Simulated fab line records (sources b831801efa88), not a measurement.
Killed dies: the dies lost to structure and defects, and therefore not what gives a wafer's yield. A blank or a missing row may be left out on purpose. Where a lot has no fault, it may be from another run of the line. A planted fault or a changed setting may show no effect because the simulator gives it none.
A lot that was struck, set against a sound lot | flow sky130 | 16 steps out of a route of 708
Sound: the wafers L224.1, L224.4, L224.5. Struck: wafers L215.3, L215.6 (left out: L215.2, a lot-mate that was not struck); the cause follows at the end.
For every step that has rows: the tool of each side, followed by ch and its chambers, followed by its first start. Under that, the readings that differ: sound wafers | struck wafers | difference of the means | sigmas: that difference in standard deviations of wafers without a fault.
alike: words and numbers the same on both sides, and readings whose means are apart by under 2 such deviations; not compared: readings that were withheld, readings missing a value for some wafer, numbers with overlapping values and no deviation given by the record, and bounds like >300 which may hide the same value.
A row with sigmas, a row that says differs or no value, or rows on one side alone: a step with any of these is where the two part. Numbers that don't overlap but have no deviation are shown without sigmas and don't part them. A reading missing from all wafers of one side parts the sides only when that side holds two or more wafers.

first, 7 steps without rows for these wafers: SKY_METAL3_HMDS_06 (prime time 60 s); SKY_METAL3_COAT_07 (resist thk 60 nm); SKY_METAL3_COAT_08 (resist thk 1140 nm); SKY_METAL3_SOFTBAKE_09 (time 90 s); SKY_METAL3_EXPOSE_10 (exposes mask MM3, target cd 300 nm); SKY_METAL3_PEB_11; SKY_METAL3_DEVELOP_12 (develop time 62.18 s).
SKY_METAL3_CD_MEAS_13: the cd target is 300 nm.
  sound on cd sem-01, day 42 20:05; struck on cd sem-01, day 41 16:31
  alike: cd nm
SKY_METAL3_OVL_MEAS_14:
  sound on overlay-02, day 42 20:12; struck on overlay-01, day 41 16:37
  alike: METAL3_OVL
SKY_METAL3_DESCUM_15: chemistry O2, time 8 s.
  sound on rie metal-04 ch 0,1, day 42 20:14; struck on rie metal-04 ch 0, day 41 16:38
  alike: drypump motor current A, he backside leak sccm, oes product au, rf fwd power W
  not compared: rf hours counter h
SKY_METAL3_ETCH_16: etches BARC in N2/H2, stops on SiO2, time 88.2 s, target depth 60 nm.
  sound on rie metal-04 ch 0,1, day 42 20:16; struck on rie metal-04 ch 0, day 41 16:41
  alike: drypump motor current A, he backside leak sccm, oes product au, rf fwd power W, throttle valve pct
  not compared: rf hours counter h
SKY_METAL3_ETCH_17: etches SiO2 in C4F8/O2/Ar, stops on TiN, time 3.9 s, target depth 15 nm.
  sound on rie diel-01 ch 0,2,3, day 42 20:22; struck on rie diel-01 ch 0,1, day 41 16:46
  alike: oes product au, rf fwd power W
  not compared: rf hours counter h
SKY_METAL3_METAL_ETCH_18: etches the open film in Cl2/BCl3, stops on SiO2, target depth 845 nm, time 183.1 s.
  sound on rie metal-03 ch 0,1, day 42 20:23; struck on rie metal-02 ch 0, day 41 16:47
  reading                                       | sound             | struck      | difference | sigmas
  oes product au (a.u.)                         | 0.856 0.849 0.858 | 0.873 0.866 | +0.015     | +2
  model.KrF-thick_of_METAL3_COAT_08.thk nm (nm) | 496.8 528.1 532.8 | 277.4 279   | -241.0     |
  model.METAL3.cd nm (nm)                       | 304 298 293       | 282.4 280.8 | -16.7      |
  model.SiO2_of_VIA2_HDPCVD_00.thk nm (nm)      | 463.9 464.8 466.1 | 455.4 455.1 | -9.7       |
  alike: drypump motor current A, he backside leak sccm, mfc cl2 sccm, rf fwd power W, throttle valve pct
  not compared: rf hours counter h
SKY_METAL3_STRIP_19: strips in O2/N2.
  sound on plasma asher-02 ch 0,1, day 42 20:34; struck on plasma asher-01 ch 1, day 41 16:58
  reading                      | sound             | struck      | difference | sigmas
  oes product au (a.u.)        | 0.496 0.497 0.516 | 0.395 0.395 | -0.108     | -14
  strip time to endpoint s (s) | 6.24 6.53 6.59    | 3.99 3.99   | -2.46      | -18
  alike: drypump motor current A
  not compared: rf hours counter h
then, 1 step without rows for these wafers: SKY_METAL3_STRIP_20 (strips in post etch residue remover, time 1200 s).
-- the record jumps here: 7 days lie between the struck wafers' starts before and after (it left off in module METAL3 and takes up again in module PAD_OPEN, whose first step shown is number 708 of the route) --
SKY_PAD_OPEN_PROBE_99:
  sound on prober-01, day 49 07:54; struck on prober-01, day 48 09:49
  reading                        | sound                | struck      | difference | sigmas
  killed open                    | 38 50 39             | 53 72       | +20        | +3
  model.etest.met3.width nm (nm) | 301 298.4 294.7      | 282.5 279   | -17.3      |
  model.etest.met3.line ohm um   | 0.1442 0.1487 0.1512 | 0.152 0.153 | +0.004     |
  alike: defect limited yield, killed_at_M0_to_M3, killed_at_M4_up, killed at contacts, killed at front end, killed at other, killed dies, killed short, sort_bin_3_pad_short, sort_bin_5_function, sort_bin_6_memory, sort n pass, sort yield pct

## WHERE THEY PART
Last at SKY_PAD_OPEN_PROBE_99 as far as this record goes, first at SKY_METAL3_METAL_ETCH_18.

WHY: whatever the simulator had introduced
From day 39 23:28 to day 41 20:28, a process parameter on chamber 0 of rie metal-02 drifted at SKY_METAL3_METAL_ETCH_18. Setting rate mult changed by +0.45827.
